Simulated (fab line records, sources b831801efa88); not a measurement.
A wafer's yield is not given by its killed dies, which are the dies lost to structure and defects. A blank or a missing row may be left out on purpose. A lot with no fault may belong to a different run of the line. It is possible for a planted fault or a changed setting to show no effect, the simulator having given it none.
One fault through the eyes of 2 desks -- flow sky130 -- every desk sees just its own numbers, and what lay behind them comes last

## DESK OF THE TOOL OWNER: litho_track-01
The tool's own readings at SKY_RES_PROTECT_SOFTBAKE_03 (time 60 s): means of the sampled wafers that have a number, for each lot that ran on this tool. The brackets show how far a lot's mean lies from the usual mean; more than 4 standard deviations puts the lot out of limits, marked OUT.
Columns: A = heater_power_total_W at SKY_RES_PROTECT_SOFTBAKE_03, usual 55.62 W; B = resist_line_temp_C at SKY_RES_PROTECT_SOFTBAKE_03, usual 22.98 C; C = run_length_s at SKY_RES_PROTECT_SOFTBAKE_03, usual 89.21 s
lot,first seen here,A,B,C
L588,day 15 09:42,55.65,22.99,89.10
L591,day 16 02:46,55.60,22.97,89.16
L594,day 17 10:30,55.65,23.02,89.12
L603,day 21 01:54,57.60 (+37) OUT,22.98,83.32 (-27) OUT
L605,day 21 12:39,57.59 (+37) OUT,22.98,83.28 (-27) OUT
Finding of this desk: L603, L605 out of limits; the first was L603 at day 21 01:54, on heater_power_total_W at SKY_RES_PROTECT_SOFTBAKE_03. L588, L591, L594: within limits.

## AT THE METROLOGY DESK
Lot by lot, what the gauges showed, no matter which tool ran the lot: averages of those sampled wafers that carry a number. The brackets show how far a lot's mean lies from the usual mean; more than 4 standard deviations puts the lot out of limits, marked OUT.
Columns: A = cd_nm at SKY_VT_ADJUST_HVTR_CD_MEAS_07, usual 379.6 nm; B = POLY_GATE_CVD_03_THK at SKY_POLY_GATE_THK_MEAS_04, usual 75.2 nm
lot,first seen here,A,B
L586,day 9 10:43,380.4,74.4
L588,day 10 04:29,380.7,74.8
L589,day 10 08:59,380.0,74.4
L590,day 10 13:17,377.5,75.6
L591,day 10 23:58,383.8,75.7
L592,day 11 02:59,371.6,76.0
L594,day 11 22:44,377.7,76.1
L596,day 12 04:15,386.4,76.2
L598,day 12 22:26,384.2,75.3
L603,day 14 21:38,381.0,74.6
L604,day 15 07:38,375.6,74.9
L605,day 15 07:56,383.1,75.5
L609,day 16 17:56,381.5,75.3
This desk's finding: nothing out of limits on any of the 13 lots.

## ALL TOGETHER
At day 21 01:54, on L603, L605, the tool owner's desk was in a position to raise an alarm.
Metrology desk: nothing out of limits seen.
The metrology desk has L603, L605 on record, within its limits.
All the named lots went through SKY_RES_PROTECT_SOFTBAKE_03 on litho_track-01.

## WHAT THE SIMULATOR PUT IN
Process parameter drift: litho_track-01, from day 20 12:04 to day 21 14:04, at SKY_RES_PROTECT_SOFTBAKE_03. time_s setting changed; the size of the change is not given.
Struck lots among those shown: L603, L605.
Delay in hours, fault start to first out-of-limits reading, by desk: the tool owner's desk at 14.
